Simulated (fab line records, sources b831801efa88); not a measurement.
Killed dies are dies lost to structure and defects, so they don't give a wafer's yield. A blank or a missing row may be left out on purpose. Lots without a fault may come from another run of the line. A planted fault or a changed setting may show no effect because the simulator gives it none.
fab line records | flow sky130
record lots=5 wafers=15 last_day=50
route steps=708 shown LDD_N@240 LDD_P@255
lots that met no fault: from a run of the same line without faults
start_h: hours from the record's first day to the start of the lot's first wafer shown | wait_h: hours since the lot's step before | " the same as in the row above | L1.1+2: a row that stands for several wafers | - no value, or no start given | * or withheld: withheld | < > ~ a bound
route shown NAME@n: a module of which the file shows steps, and the number in the route of the first | usual: mean/standard deviation of fault-free wafers | same: alike in all rows | chamber/n: place in a boat | sites: the reading at each site | _std_site: their standard deviation | _edge_site: outer sites' mean less inner sites' | radius_mm: how far each site lies from the wafer's centre | mask NAME#n: copy n | behind: the tool/chamber that last shaped the wafer | hold: why the lot was held/for how many hours/how that ended | device: the transistor (n, p or np) that didn't switch | end of line: the same wafers' tests at the end of the route | a step without rows: its recipe alone | killed: dies lost to structure and defects at the first sort, not the wafer's yield | map: a wafer's dies, x killed, . not, _ none there
set.NAME: the setting as run; set.NAME@STEP: as run at that earlier step | model.NAME: the simulator's own value behind a step, which no gauge read
lots at some steps of the route; a table a step, a row a wafer
services: from which hour (start_h, from the record's first day; less than 0 if before it) a tool's chamber was out of use, for how many hours, and why
## steps
# step SKY_LDD_N_SOFTBAKE_03
# recipe temp_c=90 time_s=60 resist=NOVOLAK
# usual chill_plate_temp_C=23.01/0.1
# columns lot.wafer tool chamber start_h wait_h chill_plate_temp_C
L075.2 litho_track-01 0 401.40 0.1 22.94
L075.4 " 0 " " 23.00
L075.5 " 0 " " 22.96
L081.1 litho_track-04 0 485.32 0.1 23.08
L081.2 " 0 " " 22.99
L081.4 " 0 " " 22.95
L090.3 litho_track-02 0 537.93 0.1 22.93
L090.4 " 0 " " 23.01
L090.6 " 0 " " 23.10
L094.2 litho_track-01 0 562.75 0.1 23.16
L094.3 " 0 " " 23.07
L094.4 " 0 " " 23.00
L097.1 litho_track-01 0 588.33 0.1 23.10
L097.2 " 0 " " 23.28
L097.3 " 0 " " 23.08
# step SKY_LDD_N_EXPOSE_04
# recipe mask_id=NTM target_cd_nm=840 na=0.6 source_shape=conventional sigma_outer=0.6 dose_mj=110
# columns lot.wafer tool chamber start_h wait_h mask
L075.2+4+5 iline_stepper-01 0 - - NTM#0
L081.1+2+4 iline_stepper-02 0 - - NTM#0
L090.3+4+6 iline_stepper-02 0 - - NTM#0
L094.2+3+4 iline_stepper-02 0 - - NTM#0
L097.1+2+3 iline_stepper-02 0 - - NTM#0
# step SKY_LDD_N_PEB_05
# recipe temp_c=withheld time_s=* resist=NOVOLAK
# usual chill_plate_temp_C=*
# columns lot.wafer tool chamber start_h wait_h chill_plate_temp_C
L075.2 litho_track-04 0 - - *
L075.4 " 0 " " *
L075.5 " 0 " " *
L081.1 litho_track-01 0 - - *
L081.2 " 0 " " *
L081.4 " 0 " " *
L090.3 litho_track-02 0 - - *
L090.4 " 0 " " *
L090.6 " 0 " " *
L094.2 litho_track-02 0 - - *
L094.3 " 0 " " *
L094.4 " 0 " " *
L097.1 litho_track-04 0 - - *
L097.2 " 0 " " *
L097.3 " 0 " " *
# step SKY_LDD_N_DEVELOP_06
# recipe develop_time_s=60 dev_temp_c=23
# usual chill_plate_temp_C=23.01/0.11
# same develop_time_s=60
# columns lot.wafer tool chamber start_h wait_h chill_plate_temp_C
L075.2 litho_track-04 0 416.95 0.1 23.08
L075.4 " 0 " " 22.89
L075.5 " 0 " " 23.05
L081.1 litho_track-01 0 500.38 0.1 23.22
L081.2 " 0 " " 22.95
L081.4 " 0 " " 23.23
L090.3 litho_track-02 0 552.18 0.1 23.13
L090.4 " 0 " " 23.17
L090.6 " 0 " " 23.05
L094.2 litho_track-02 0 577.61 0.1 23.03
L094.3 " 0 " " 22.96
L094.4 " 0 " " 22.97
L097.1 litho_track-04 0 602.57 0.1 23.03
L097.2 " 0 " " 23.06
L097.3 " 0 " " 22.98
# step SKY_LDD_N_OVL_MEAS_07
# usual LDD_N_OVL=0.2/2
# columns lot.wafer tool chamber start_h wait_h LDD_N_OVL[nm]
L075.2 overlay-02 - 417.08 0.1 -1.0
L075.4 " - " " 0.1
L075.5 " - " " -0.9
L081.1 overlay-01 - 500.53 0.1 2.9
L081.2 " - " " 2.9
L081.4 " - " " 4.9
L090.3 overlay-02 - 552.29 0.1 4.7
L090.4 " - " " 3.4
L090.6 " - " " 3.0
L094.2 overlay-01 - 577.74 0.1 -0.7
L094.3 " - " " -0.7
L094.4 " - " " -1.5
L097.1 overlay-02 - 602.72 0.1 -0.1
L097.2 " - " " 0.9
L097.3 " - " " 0.3
# step SKY_LDD_N_IMPLANT_08
# recipe species=As energy_kev=20 dose_cm2=7.5e+13 tilt_deg=withheld rotation_deg=23
# usual beam_energy_keV=20.000/0.0058 end_station_pressure_torr=5.31e-06/2.6e-07
# columns lot.wafer tool chamber start_h wait_h beam_energy_keV end_station_pressure_torr
L075.2 implanter-04 0 417.13 0.0 19.991 5.35e-06
L075.4 " 0 " " 20.001 5.24e-06
L075.5 " 0 " " 19.999 5.52e-06
L081.1 implanter-01 0 500.56 0.0 19.995 5.23e-06
L081.2 " 0 " " 20.009 5.78e-06
L081.4 " 0 " " 19.997 5.36e-06
L090.3 implanter-01 0 552.37 0.1 20.004 5.49e-06
L090.4 " 0 " " 19.995 5.93e-06
L090.6 " 0 " " 19.996 5.59e-06
L094.2 implanter-04 0 577.79 0.0 20.002 5.77e-06
L094.3 " 0 " " 20.010 5.37e-06
L094.4 " 0 " " 20.000 4.77e-06
L097.1 implanter-04 0 602.76 0.0 19.998 5.3e-06
L097.2 " 0 " " 20.008 5.77e-06
L097.3 " 0 " " 20.007 5.24e-06
# step SKY_LDD_N_IMPLANT_09
# recipe species=As energy_kev=20 dose_cm2=7.5e+13 tilt_deg=withheld rotation_deg=113
# usual beam_energy_keV=20.000/0.0061 end_station_pressure_torr=5.3e-06/2.8e-07
# columns lot.wafer tool chamber start_h wait_h beam_energy_keV end_station_pressure_torr
L075.2 implanter-04 0 417.28 0.1 19.998 4.92e-06
L075.4 " 0 " " 19.996 5.13e-06
L075.5 " 0 " " 20.001 5.2e-06
L081.1 implanter-01 0 500.71 0.1 19.994 5.39e-06
L081.2 " 0 " " 19.997 5.31e-06
L081.4 " 0 " " 20.003 5.54e-06
L090.3 implanter-01 0 552.52 0.1 20.004 5.35e-06
L090.4 " 0 " " 20.005 5.44e-06
L090.6 " 0 " " 19.998 5.44e-06
L094.2 implanter-04 0 577.94 0.1 19.991 5.36e-06
L094.3 " 0 " " 19.995 6.28e-06
L094.4 " 0 " " 19.994 5.3e-06
L097.1 implanter-04 0 602.91 0.1 19.993 5.21e-06
L097.2 " 0 " " 19.991 5.51e-06
L097.3 " 0 " " 20.001 5.35e-06
# step SKY_LDD_N_IMPLANT_10
# recipe species=As energy_kev=20 dose_cm2=7.5e+13 tilt_deg=withheld rotation_deg=203
# usual beam_energy_keV=20.001/0.007 end_station_pressure_torr=5.32e-06/2.5e-07
# columns lot.wafer tool chamber start_h wait_h beam_energy_keV end_station_pressure_torr
L075.2 implanter-04 0 417.43 0.1 19.998 4.72e-06
L075.4 " 0 " " 20.004 5.29e-06
L075.5 " 0 " " 19.996 5.28e-06
L081.1 implanter-01 0 500.86 0.1 19.994 5.21e-06
L081.2 " 0 " " 20.004 5.59e-06
L081.4 " 0 " " 19.994 4.98e-06
L090.3 implanter-01 0 552.67 0.1 19.998 5.48e-06
L090.4 " 0 " " 19.997 5.04e-06
L090.6 " 0 " " 19.993 5.62e-06
L094.2 implanter-04 0 578.09 0.1 20.001 4.92e-06
L094.3 " 0 " " 19.997 5.12e-06
L094.4 " 0 " " 20.001 5.28e-06
L097.1 implanter-04 0 603.06 0.1 19.994 5.69e-06
L097.2 " 0 " " 20.003 5.36e-06
L097.3 " 0 " " 20.001 5.34e-06
# step SKY_LDD_N_IMPLANT_11
# recipe species=As energy_kev=20 dose_cm2=7.5e+13 tilt_deg=withheld rotation_deg=293
# usual beam_energy_keV=20.001/0.0065 end_station_pressure_torr=5.32e-06/2.9e-07
# columns lot.wafer tool chamber start_h wait_h beam_energy_keV end_station_pressure_torr
L075.2 implanter-04 0 417.58 0.1 19.998 5.68e-06
L075.4 " 0 " " 20.004 5.17e-06
L075.5 " 0 " " 19.990 5.57e-06
L081.1 implanter-01 0 501.01 0.1 20.005 5.22e-06
L081.2 " 0 " " 20.004 5.24e-06
L081.4 " 0 " " 19.998 4.9e-06
L090.3 implanter-01 0 552.82 0.1 19.999 5.57e-06
L090.4 " 0 " " 20.001 5.82e-06
L090.6 " 0 " " 19.993 5.83e-06
L094.2 implanter-04 0 578.24 0.1 19.998 5.17e-06
L094.3 " 0 " " 20.008 5.41e-06
L094.4 " 0 " " 20.000 5.36e-06
L097.1 implanter-04 0 603.21 0.1 19.998 4.75e-06
L097.2 " 0 " " 19.990 4.77e-06
L097.3 " 0 " " 20.004 5.2e-06
# step SKY_LDD_N_IMPLANT_12
# recipe species=BF2 energy_kev=50 dose_cm2=5e+12 tilt_deg=30 rotation_deg=0
# usual beam_energy_keV=49.998/0.017 end_station_pressure_torr=5.04e-06/2.7e-07
# columns lot.wafer tool chamber start_h wait_h beam_energy_keV end_station_pressure_torr
L075.2 implanter-04 0 417.73 0.1 50.016 4.87e-06
L075.4 " 0 " " 49.999 5.23e-06
L075.5 " 0 " " 49.994 5.12e-06
L081.1 implanter-01 0 501.16 0.1 49.995 5.7e-06
L081.2 " 0 " " 49.983 4.61e-06
L081.4 " 0 " " 50.005 5.34e-06
L090.3 implanter-01 0 552.97 0.1 50.008 5.05e-06
L090.4 " 0 " " 50.024 4.88e-06
L090.6 " 0 " " 49.996 5.17e-06
L094.2 implanter-04 0 578.39 0.1 50.016 5.35e-06
L094.3 " 0 " " 50.008 5.06e-06
L094.4 " 0 " " 49.999 4.86e-06
L097.1 implanter-04 0 603.36 0.1 49.984 4.96e-06
L097.2 " 0 " " 50.012 5.28e-06
L097.3 " 0 " " 49.992 4.74e-06
# step SKY_LDD_N_IMPLANT_13
# recipe species=BF2 energy_kev=50 dose_cm2=5e+12 tilt_deg=30 rotation_deg=90
# usual beam_energy_keV=49.999/0.017 end_station_pressure_torr=5.03e-06/2.5e-07
# columns lot.wafer tool chamber start_h wait_h beam_energy_keV end_station_pressure_torr
L075.2 implanter-04 0 417.88 0.1 50.013 4.54e-06
L075.4 " 0 " " 50.013 4.62e-06
L075.5 " 0 " " 50.008 4.91e-06
L081.1 implanter-01 0 501.31 0.1 49.999 5.24e-06
L081.2 " 0 " " 50.001 5.24e-06
L081.4 " 0 " " 50.016 5.13e-06
L090.3 implanter-01 0 553.12 0.1 49.999 5.22e-06
L090.4 " 0 " " 49.998 4.69e-06
L090.6 " 0 " " 49.997 4.98e-06
L094.2 implanter-04 0 578.54 0.1 50.013 5.19e-06
L094.3 " 0 " " 50.033 4.92e-06
L094.4 " 0 " " 50.016 5.11e-06
L097.1 implanter-04 0 603.51 0.1 49.982 4.7e-06
L097.2 " 0 " " 49.976 5.11e-06
L097.3 " 0 " " 49.955 4.87e-06
# step SKY_LDD_N_IMPLANT_14
# recipe species=BF2 energy_kev=50 dose_cm2=5e+12 tilt_deg=30 rotation_deg=180
# usual beam_energy_keV=50.000/0.018 end_station_pressure_torr=5.02e-06/2.9e-07
# columns lot.wafer tool chamber start_h wait_h beam_energy_keV end_station_pressure_torr
L075.2 implanter-04 0 418.03 0.1 49.977 4.91e-06
L075.4 " 0 " " 49.961 5.36e-06
L075.5 " 0 " " 50.010 4.76e-06
L081.1 implanter-01 0 501.46 0.1 50.017 4.59e-06
L081.2 " 0 " " 50.035 5.18e-06
L081.4 " 0 " " 49.993 5.42e-06
L090.3 implanter-01 0 553.27 0.1 50.006 5.17e-06
L090.4 " 0 " " 50.005 5.35e-06
L090.6 " 0 " " 50.023 4.74e-06
L094.2 implanter-04 0 578.69 0.1 49.985 4.9e-06
L094.3 " 0 " " 50.009 4.56e-06
L094.4 " 0 " " 49.984 5.16e-06
L097.1 implanter-04 0 603.66 0.1 49.995 4.99e-06
L097.2 " 0 " " 49.985 5.44e-06
L097.3 " 0 " " 49.988 5.39e-06
# step SKY_LDD_N_IMPLANT_15
# recipe species=BF2 energy_kev=50 dose_cm2=5e+12 tilt_deg=30 rotation_deg=270
# usual beam_energy_keV=49.998/0.014 end_station_pressure_torr=5.05e-06/2.6e-07
# columns lot.wafer tool chamber start_h wait_h beam_energy_keV end_station_pressure_torr
L075.2 implanter-04 0 418.18 0.1 50.008 5.06e-06
L075.4 " 0 " " 50.009 4.93e-06
L075.5 " 0 " " 49.990 5.23e-06
L081.1 implanter-01 0 501.61 0.1 49.998 5.4e-06
L081.2 " 0 " " 49.988 4.73e-06
L081.4 " 0 " " 50.010 4.94e-06
L090.3 implanter-01 0 553.42 0.1 49.996 4.89e-06
L090.4 " 0 " " 49.993 5.02e-06
L090.6 " 0 " " 49.960 4.87e-06
L094.2 implanter-04 0 578.84 0.1 49.996 5.1e-06
L094.3 " 0 " " 50.012 4.77e-06
L094.4 " 0 " " 50.014 5.15e-06
L097.1 implanter-04 0 603.81 0.1 49.982 5.31e-06
L097.2 " 0 " " 50.007 5.12e-06
L097.3 " 0 " " 49.977 4.99e-06
# step SKY_LDD_N_STRIP_16
# recipe chemistry=O2/N2 power_w=1400 pressure_mtorr=1500 platen_temp_c=withheld o2_flow_sccm=3000 n2_flow_sccm=300 overash_fraction=0.5
# usual drypump_motor_current_A=5.66/0.22 oes_product_au=0.407/0.0043 strip_time_to_endpoint_s=4.309/0.016
# columns lot.wafer tool chamber start_h wait_h drypump_motor_current_A oes_product_au rf_hours_counter_h strip_time_to_endpoint_s
L075.2 plasma_asher-04 1 418.31 0.1 5.31 0.410 28 4.313
L075.4 " 1 " " 5.28 0.409 - 4.301
L075.5 " 1 " " 5.32 0.410 - 4.311
L081.1 plasma_asher-03 0 501.76 0.1 5.40 0.402 7 4.290
L081.2 " 1 " " 5.82 0.406 7 4.325
L081.4 " 1 " " 5.83 0.411 - 4.324
L090.3 plasma_asher-02 1 553.55 0.1 5.73 0.410 - 4.312
L090.4 " 0 " " 5.91 0.408 - 4.318
L090.6 " 1 " " 5.73 0.408 - 4.308
L094.2 plasma_asher-04 1 578.97 0.1 5.28 0.405 46 4.301
L094.3 " 0 " " 5.69 0.411 - 4.346
L094.4 " 1 " " 5.30 0.403 - 4.314
L097.1 plasma_asher-03 1 603.96 0.1 5.83 0.407 17 4.313
L097.2 " 0 " " 5.45 0.402 17 4.331
L097.3 " 0 " " 5.42 0.415 - 4.310
# step SKY_LDD_N_TW_MEAS_17
# usual LDD_N_TW=2599/19
# columns lot.wafer tool chamber start_h wait_h LDD_N_TW
L075.2 film_metro-04 - 418.42 0.1 2603
L075.4 " - " " 2610
L075.5 " - " " 2609
L081.1 film_metro-02 - 501.86 0.1 2569
L081.2 " - " " 2574
L081.4 " - " " 2566
L090.3 film_metro-04 - 553.64 0.1 2611
L090.4 " - " " 2593
L090.6 " - " " 2614
L094.2 film_metro-02 - 579.08 0.1 2570
L094.3 " - " " 2575
L094.4 " - " " 2572
L097.1 film_metro-01 - 604.06 0.1 2606
L097.2 " - " " 2599
L097.3 " - " " 2608
# step SKY_LDD_P_DEHYDRATE_00
# recipe temp_c=200 time_s=60
# usual chill_plate_temp_C=22.98/0.096
# columns lot.wafer tool chamber start_h wait_h chill_plate_temp_C
L075.2 litho_track-02 0 432.86 14.4 22.91
L075.4 " 0 " " 22.96
L075.5 " 0 " " 22.96
L081.1 litho_track-04 0 516.92 15.0 23.23
L081.2 " 0 " " 23.02
L081.4 " 0 " " 22.92
L090.3 litho_track-03 0 568.33 14.7 22.94
L090.4 " 0 " " 23.07
L090.6 " 0 " " 22.82
L094.2 litho_track-02 0 592.61 13.5 22.95
L094.3 " 0 " " 22.68
L094.4 " 0 " " 23.02
L097.1 litho_track-03 0 618.08 14.0 22.91
L097.2 " 0 " " 22.84
L097.3 " 0 " " 22.84
# step SKY_LDD_P_HMDS_01
# recipe prime_time_s=60 prime_temp_c=120
# usual chill_plate_temp_C=23.01/0.11
# columns lot.wafer tool chamber start_h wait_h chill_plate_temp_C
L075.2 litho_track-02 0 433.01 0.1 22.88
L075.4 " 0 " " 22.95
L075.5 " 0 " " 23.13
L081.1 litho_track-04 0 517.07 0.1 23.05
L081.2 " 0 " " 22.86
L081.4 " 0 " " 23.01
L090.3 litho_track-03 0 568.48 0.1 23.08
L090.4 " 0 " " 22.95
L090.6 " 0 " " 23.04
L094.2 litho_track-02 0 592.76 0.1 23.20
L094.3 " 0 " " 23.16
L094.4 " 0 " " 23.12
L097.1 litho_track-03 0 618.23 0.1 23.02
L097.2 " 0 " " 23.15
L097.3 " 0 " " 23.07
## services
# columns tool chamber start_h hours kind
implanter-01 - 380.25 3.3 repair
iline_stepper-02 - 393.26 0.7 repair
plasma_asher-02 - 396.30 31.3 pm
implanter-01 - 406.94 13.8 repair
plasma_asher-03 - 421.25 9.0 pm
plasma_asher-03 0 421.25 9.0 vent_cycle
plasma_asher-03 1 421.25 9.0 vent_cycle
plasma_asher-04 - 427.30 2.5 repair
plasma_asher-03 0 430.25 - clean
plasma_asher-03 1 430.25 - clean
iline_stepper-02 - 430.87 1.7 pm
implanter-01 - 431.85 2.6 repair
implanter-04 - 448.98 5.2 repair
iline_stepper-01 - 459.32 1.7 pm
plasma_asher-02 - 460.99 2.3 repair
iline_stepper-01 - 467.64 8.9 repair
implanter-01 - 487.46 0.9 repair
plasma_asher-03 - 491.72 5.3 repair
iline_stepper-02 - 520.03 10.5 repair
iline_stepper-01 - 612.59 8.4 repair
plasma_asher-02 - 617.32 0.7 repair
## key
fault none
